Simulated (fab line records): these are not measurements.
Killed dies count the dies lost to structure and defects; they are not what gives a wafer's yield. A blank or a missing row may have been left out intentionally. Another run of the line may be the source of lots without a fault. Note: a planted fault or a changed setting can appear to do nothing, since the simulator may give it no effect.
fab line records	flow sky130
record: lots: 12	wafers: 36	last-day: 51
route steps=708 shown LI_CONTACT@381 LOCAL_INTERCONNECT@402 METAL1@439
lots with no fault: from the same line, run without faults
start-h: the number of hours between the record's first day and the start of the first shown wafer of the lot	wait-h: hours from the lot's prior step to this one	" repeats the value in the row above	L1.1+2: one row covering several wafers at once	- no value, or no start was given	* or withheld: withheld	< > ~ a bound
route shown NAME@n: NAME is a module with steps in the file, n the number in the route of the first one	usual: mean/standard deviation of fault-free wafers	same: alike in all rows	chamber/n: place in a boat	sites: each site's reading	_std_site: the values' standard deviation	_edge_site: the outer-site mean with the inner-site mean subtracted	radius-mm: how far each site lies from the wafer's centre	mask NAME#n: copy n	behind: the tool/chamber that last shaped the wafer	hold: why the lot was held/for how many hours/how that ended	device: the n, p or np transistor that did not switch	end of line: the tests these same wafers got at the end of their route	a step with no rows: only its recipe	killed: at the first sort, the dies lost to defects and structure; wafer yield is something else	map: shows each die of a wafer: x if killed, . if not, _ if none is there
set.NAME: setting as actually run; set.NAME@STEP: the setting as run at that earlier step	model.NAME: the simulator's own value behind a step, which no gauge read
a sample of lots followed through the steps of the route, with each step as a table and each wafer as a row
services: the hour from which a tool's chamber was out of use, counted from the record's first day as start-h (under 0 if before that day), plus the number of hours and why
== steps ==
step: SKY_LI_CONTACT_SPUTTER_19
recipe: material: Ti	target-thk-nm: 20	chamber-pressure-pa: 5	power-w: 2500	substrate-temp-c: 200	time-s: 106.37
usual: substrate-temp-c: 200.01/0.18	throttle-valve-pct: 29.8/0.77
lot.wafer	tool	chamber	start-h	wait-h	substrate-temp-c	throttle-valve-pct
L948.1	pvd-sputter-02	-	662.00	0.0	200.10	28.7
L948.3	"	-	"	"	199.84	30.2
L948.4	"	-	"	"	200.13	29.6
L950.3	pvd-sputter-03	-	672.88	0.0	200.15	29.2
L950.4	"	-	"	"	200.15	29.3
L950.6	"	-	"	"	200.22	31.3
L949.1	pvd-sputter-04	-	674.97	0.0	199.97	29.1
L949.2	"	-	"	"	200.01	29.3
L949.5	"	-	"	"	199.80	29.2
L951.1	pvd-sputter-03	-	693.39	0.0	199.97	31.5
L951.2	"	-	"	"	200.12	29.0
L951.6	"	-	"	"	199.98	29.3
L952.1	pvd-sputter-04	-	704.33	0.0	199.70	29.5
L952.2	"	-	"	"	199.83	30.9
L952.5	"	-	"	"	200.02	28.7
L954.1	pvd-sputter-03	-	718.35	0.0	199.93	29.5
L954.2	"	-	"	"	199.98	28.9
L954.6	"	-	"	"	199.97	29.1
L961.3	pvd-sputter-02	-	774.53	0.0	200.22	30.1
L961.5	"	-	"	"	200.24	29.5
L961.6	"	-	"	"	199.78	28.9
L963.1	pvd-sputter-02	-	792.30	0.0	199.67	28.5
L963.2	"	-	"	"	199.87	29.4
L963.6	"	-	"	"	200.26	30.4
L966.3	pvd-sputter-02	-	831.50	0.0	199.89	29.9
L966.5	"	-	"	"	199.92	30.7
L966.6	"	-	"	"	200.19	29.5
L969.2	pvd-sputter-04	-	850.66	0.0	200.16	28.9
L969.5	"	-	"	"	200.09	30.5
L969.6	"	-	"	"	200.19	28.8
L970.1	pvd-sputter-03	-	851.16	0.0	200.07	31.1
L970.3	"	-	"	"	200.20	29.2
L970.5	"	-	"	"	199.78	29.3
L971.1	pvd-sputter-02	-	891.71	0.0	199.99	29.8
L971.2	"	-	"	"	199.94	30.6
L971.4	"	-	"	"	200.00	30.3
step: SKY_LOCAL_INTERCONNECT_STRIP_15
recipe: chemistry: O2/N2	power-w: 1400	pressure-mtorr: 1500	platen-temp-c: withheld	o2-flow-sccm: 3000	n2-flow-sccm: 300	overash-fraction: 0.5
usual: chamber-pressure-mTorr: 1500.1/1.2	drypump-motor-current-A: 5.8/0.46	oes-product-au: 0.427/0.0048	strip-time-to-endpoint-s: 4.718/0.021
lot.wafer	tool	chamber	start-h	wait-h	chamber-pressure-mTorr	drypump-motor-current-A	oes-product-au	rf-hours-counter-h	strip-time-to-endpoint-s
L948.1	plasma-asher-04	1	690.31	0.0	1498.9	5.3	0.431	89	4.762
L948.3	"	1	"	"	1498.3	5.3	0.431	-	4.760
L948.4	"	0	"	"	1499.9	5.4	0.431	-	4.719
L950.3	plasma-asher-01	0	701.77	0.1	1500.1	6.7	0.427	-	4.715
L950.4	"	1	"	"	1500.4	5.7	0.432	-	4.784
L950.6	"	0	"	"	1502.4	6.7	0.425	-	4.712
L949.1	plasma-asher-04	1	704.56	0.0	1502.1	5.3	0.427	90	4.748
L949.2	"	0	"	"	1498.6	5.4	0.424	90	4.713
L949.5	"	1	"	"	1499.4	5.3	0.421	-	4.738
L951.1	plasma-asher-01	1	722.91	0.0	1499.6	5.7	0.433	103	4.752
L951.2	"	0	"	"	1501.4	6.7	0.429	103	4.711
L951.6	"	1	"	"	1499.0	5.7	0.422	-	4.753
L952.1	plasma-asher-01	0	733.61	0.0	1200.2	6.7	0.421	104	5.008
L952.2	"	1	"	"	1499.4	5.7	0.427	104	4.705
L952.5	"	1	"	"	1499.0	5.7	0.434	-	4.677
L954.1	plasma-asher-01	0	747.31	0.0	1200.1	6.7	0.424	0	5.060
L954.2	"	1	"	"	1500.9	5.7	0.430	0	4.710
L954.6	"	1	"	"	1499.3	5.7	0.427	-	4.722
L961.3	plasma-asher-02	0	802.00	0.1	1500.2	5.8	0.427	-	4.716
L961.5	"	0	"	"	1500.8	5.8	0.427	-	4.703
L961.6	"	1	"	"	1498.8	5.9	0.429	-	4.713
L963.1	plasma-asher-02	1	820.16	0.0	1502.4	5.9	0.431	68	4.706
L963.2	"	0	"	"	1499.2	5.8	0.430	68	4.748
L963.6	"	0	"	"	1500.0	5.8	0.428	-	4.727
L966.3	plasma-asher-02	1	858.27	0.1	1500.0	6.0	0.428	-	4.735
L966.5	"	0	"	"	1499.9	5.8	0.429	-	4.687
L966.6	"	1	"	"	1499.4	6.0	0.430	-	4.732
L969.2	plasma-asher-02	0	877.60	0.1	1501.6	5.8	0.418	74	4.683
L969.5	"	1	"	"	1500.3	6.0	0.427	-	4.722
L969.6	"	0	"	"	1499.7	5.8	0.429	-	4.723
L970.1	plasma-asher-02	1	878.86	0.0	1501.4	5.9	0.424	74	4.711
L970.3	"	1	"	"	1500.3	6.0	0.413	-	4.716
L970.5	"	1	"	"	1502.4	5.9	0.425	-	4.727
L971.1	plasma-asher-02	0	918.65	0.1	1500.5	5.8	0.430	78	4.734
L971.2	"	1	"	"	1500.4	5.9	0.429	78	4.743
L971.4	"	1	"	"	1499.6	6.0	0.426	-	4.720
step: SKY_METAL1_RS_MEAS_05
recipe: thk-meas-gauge: four-point-probe	reads: TiN_of_METAL1_SPUTTER_04+Ti_of_METAL1_SPUTTER_03+AlCu_of_METAL1_SPUTTER_02+TiN_of_METAL1_SPUTTER_01+Ti_of_METAL1_SPUTTER_00
usual: METAL1_ALCU_RS: 0.1263/0.0012
lot.wafer	tool	chamber	start-h	wait-h	METAL1_ALCU_RS[ohm/sq]
L948.1	film-metro-02	-	721.53	0.0	0.1259
L948.3	"	-	"	"	0.1262
L948.4	"	-	"	"	0.1257
L950.3	film-metro-03	-	733.04	0.1	0.1257
L950.4	"	-	"	"	0.1265
L950.6	"	-	"	"	0.1254
L949.1	film-metro-03	-	735.82	0.0	0.1232
L949.2	"	-	"	"	0.1247
L949.5	"	-	"	"	0.1248
L951.1	film-metro-04	-	753.06	0.0	0.1262
L951.2	"	-	"	"	0.1275
L951.6	"	-	"	"	0.1290
L952.1	film-metro-03	-	763.22	0.0	0.1264
L952.2	"	-	"	"	0.1278
L952.5	"	-	"	"	0.1277
L954.1	film-metro-02	-	776.10	0.0	0.1257
L954.2	"	-	"	"	0.1262
L954.6	"	-	"	"	0.1269
L961.3	film-metro-02	-	831.66	0.1	0.1256
L961.5	"	-	"	"	0.1236
L961.6	"	-	"	"	0.1242
L963.1	film-metro-02	-	849.08	0.0	0.1258
L963.2	"	-	"	"	0.1247
L963.6	"	-	"	"	0.1252
L966.3	film-metro-03	-	887.11	0.1	0.1263
L966.5	"	-	"	"	0.1257
L966.6	"	-	"	"	0.1254
L969.2	film-metro-04	-	905.73	0.0	0.1275
L969.5	"	-	"	"	0.1284
L969.6	"	-	"	"	0.1279
L970.1	film-metro-02	-	907.53	0.0	0.1273
L970.3	"	-	"	"	0.1265
L970.5	"	-	"	"	0.1269
L971.1	film-metro-03	-	945.02	0.0	0.1260
L971.2	"	-	"	"	0.1254
L971.4	"	-	"	"	0.1256
step: SKY_METAL1_ETCH_18
recipe: chemistry: N2/H2	target: BARC	ion-energy-ev: 200	bias-w: 100	pressure-mtorr: 30	n2-flow-sccm: 100	h2-flow-sccm: 200	icp-w: 500	stop-on: SiO2	time-s: 45.9	target-depth-a: 600
usual: drypump-motor-current-A: 5.6/0.31	oes-product-au: 0.854/0.0047	throttle-valve-pct: 13.225/0.0094
lot.wafer	tool	chamber	start-h	wait-h	drypump-motor-current-A	oes-product-au	rf-hours-counter-h	throttle-valve-pct
L948.1	rie-metal-04	0	748.99	0.1	5.6	0.860	0	13.238
L948.3	"	0	"	"	5.6	0.853	-	13.223
L948.4	"	0	"	"	5.5	0.860	-	13.220
L950.3	rie-metal-01	1	760.51	0.0	5.3	0.856	-	13.213
L950.4	"	0	"	"	6.0	0.860	-	13.216
L950.6	"	0	"	"	6.0	0.848	-	13.231
L949.1	rie-metal-03	1	763.00	0.0	5.5	0.852	11	13.216
L949.2	"	0	"	"	5.1	0.853	1	13.206
L949.5	"	1	"	"	5.5	0.866	-	13.237
L951.1	rie-metal-01	1	780.17	0.1	5.2	0.850	7	13.228
L951.2	"	1	"	"	5.2	0.851	-	13.215
L951.6	"	1	"	"	5.2	0.847	-	13.221
L952.1	rie-metal-04	0	790.38	0.0	5.5	0.859	2	13.245
L952.2	"	1	"	"	6.0	0.854	9	13.217
L952.5	"	0	"	"	5.5	0.850	-	13.215
L954.1	rie-metal-04	1	802.96	0.0	5.9	0.857	10	13.218
L954.2	"	0	"	"	5.5	0.861	3	13.213
L954.6	"	0	"	"	5.5	0.858	-	13.231
L961.3	rie-metal-01	1	857.06	0.0	5.2	0.851	-	13.219
L961.5	"	0	"	"	6.0	0.851	-	13.224
L961.6	"	1	"	"	5.2	0.862	-	13.225
L963.1	rie-metal-04	1	875.36	0.0	5.9	0.849	12	13.214
L963.2	"	0	"	"	5.6	0.858	5	13.206
L963.6	"	1	"	"	5.9	0.857	-	13.220
L966.3	rie-metal-03	0	912.40	0.0	5.1	0.858	-	13.229
L966.5	"	0	"	"	5.1	0.849	-	13.208
L966.6	"	1	"	"	5.5	0.853	-	13.232
L969.2	rie-metal-01	0	931.04	0.0	6.0	0.845	16	13.227
L969.5	"	1	"	"	5.3	0.847	-	13.233
L969.6	"	0	"	"	6.0	0.851	-	13.234
L970.1	rie-metal-01	1	931.96	0.0	5.2	0.847	14	13.248
L970.3	"	1	"	"	5.3	0.858	-	13.227
L970.5	"	0	"	"	6.0	0.855	-	13.221
L971.1	rie-metal-01	1	970.08	0.0	5.2	0.854	16	13.229
L971.2	"	0	"	"	6.0	0.849	18	13.222
L971.4	"	1	"	"	5.2	0.854	-	13.213
== services ==
tool	chamber	start-h	hours	kind
rie-metal-04	0	638.65	11.1	repair
pvd-sputter-02	-	645.35	1.0	repair
pvd-sputter-02	-	667.23	0.5	repair
pvd-sputter-03	-	676.23	6.9	repair
pvd-sputter-02	-	686.23	5.5	repair
pvd-sputter-02	-	715.78	7.2	repair
rie-metal-04	1	718.81	5.2	repair
plasma-asher-01	-	733.75	9.0	pm
plasma-asher-02	-	734.81	6.5	pm
rie-metal-04	1	745.67	4.5	repair
rie-metal-01	1	755.82	2.9	repair
rie-metal-01	0	777.16	6.3	repair
plasma-asher-02	-	784.65	7.7	repair
plasma-asher-02	-	798.64	3.3	repair
pvd-sputter-04	-	810.02	5.7	repair
pvd-sputter-03	-	814.19	1.0	repair
rie-metal-01	-	821.56	0.4	repair
rie-metal-04	-	884.22	2.8	pm
rie-metal-01	-	890.63	2.8	pm
pvd-sputter-03	-	892.44	0.6	repair
pvd-sputter-04	-	910.19	11.4	repair
rie-metal-01	-	925.09	1.0	repair
pvd-sputter-04	-	962.67	6.6	repair
pvd-sputter-02	-	967.56	8.9	repair
== key ==
first-sign: step: SKY_LOCAL_INTERCONNECT_STRIP_15	reading: chamber-pressure-mTorr	direction: down	sigmas: 99+	usual: 1500.1	struck: 1200.1
effect: step: SKY_LOCAL_INTERCONNECT_STRIP_15	reading: strip-time-to-endpoint-s	direction: up	sigmas: 15	usual: *	struck: *
met-at SKY_LOCAL_INTERCONNECT_STRIP_15
struck-lots L952,L954
struck-wafers L952.1,L954.1
tester-left-out L952,L954
not-acting-at SKY_LI_CONTACT_SPUTTER_19,SKY_METAL1_RS_MEAS_05,SKY_METAL1_ETCH_18
onset-between 722.91 733.61
fault: kind: process-parameter-drift	tool: plasma-asher-01	chamber: 0	onset-h: 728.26	steps: SKY_LOCAL_INTERCONNECT_STRIP_15	channel: pressure-mtorr	offset: -300	shape: step	end-h: 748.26	acts-in: these-recipes-only	stated: 1500
tester-left-out: of these lots the tester's yield and bins aren't shown, on N5 and GAA mostly nor the transistor test; their killed dies are dies lost to structure and defects alone, not to doping, threshold or leakage, so they don't give the yield
